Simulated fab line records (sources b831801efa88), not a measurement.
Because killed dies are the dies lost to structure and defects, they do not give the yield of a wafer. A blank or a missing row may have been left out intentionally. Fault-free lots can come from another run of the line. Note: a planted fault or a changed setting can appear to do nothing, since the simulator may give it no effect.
Problem report in the 8D (eight disciplines) form, filled by code    flow sky130    the parts of the form that need people (team, actions taken, sign-off) are left out

== 1. THE PROBLEM ==
beam_energy_keV at SKY_NWELL_IMPLANT_24 reads a mean of 124.97 on 6 wafers of 2 lots; wafers without a fault read 139.99 with a standard deviation of 0.043. That is -99 or more standard deviations from the usual mean.
The first sign was on wafer L397.2 at day 7 15:07, on implanter-01. At this step, 18 wafers from 6 lots have a number in the record. Rule for "out" (also "out of limits"): further than 4 standard deviations from the usual mean. The rest of the wafers with a number are treated as sound.

== 2. WHAT IT IS, WHAT IT ISN'T ==
question                     is                      is not
which readings at this step  beam_energy_keV         -
which lots                   L397, L398              L389, L390, L396, L407
which wafers of those lots   all that have a number  -
read on which tools          implanter-01            implanter-03, implanter-04
when                         from day 7 15:07        up to then (9 sound wafers); but 3 sound wafers of L407 came after

== 3. SUSPECTS, AND WHAT RULES EACH OUT ==
Counting: a tool stays on the suspect list if, at a process step up to the reading, it processed all lots that are out and no sound lot following the first of them.
- implanter-01 at SKY_NWELL_IMPLANT_24: kept. Every lot that is out went through it, starting with L397 (day 7 15:07), and after that it ran no sound lot; the last sound lot it ran before then is L389 (day 5 19:26). On those wafers its own readings are out: beam_energy_keV.
The count leaves implanter-01 at SKY_NWELL_IMPLANT_24.

== 4. THE CAUSE (what the simulator had put in) ==
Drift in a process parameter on implanter-01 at SKY_NWELL_IMPLANT_24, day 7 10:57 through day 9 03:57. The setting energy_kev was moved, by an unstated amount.
After counting, this tool was the only one left.

== 5. THE CHAIN OF EFFECTS, in route order ==
Each row: a reading where the mean over the struck wafers with a number is more than 3 standard deviations away from the usual. Only readings for which the record gives a usual standard deviation are gone through. hours: the time from each lot's start at the first step in this table that gives one to its start at this step, as a median over the lots. sigmas: the change in usual standard deviations.
hours  step                  reading          usual   on struck wafers  change  sigmas
0      SKY_NWELL_IMPLANT_24  beam_energy_keV  139.99  124.97            -15.02  -99 or more
Process steps it contains:
- SKY_NWELL_IMPLANT_24

== 6. HOW IT WOULD HAVE BEEN CAUGHT EARLIER ==
First out-of-limits reading in this record: day 7 15:07, which is 4 hours after fault onset at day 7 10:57.
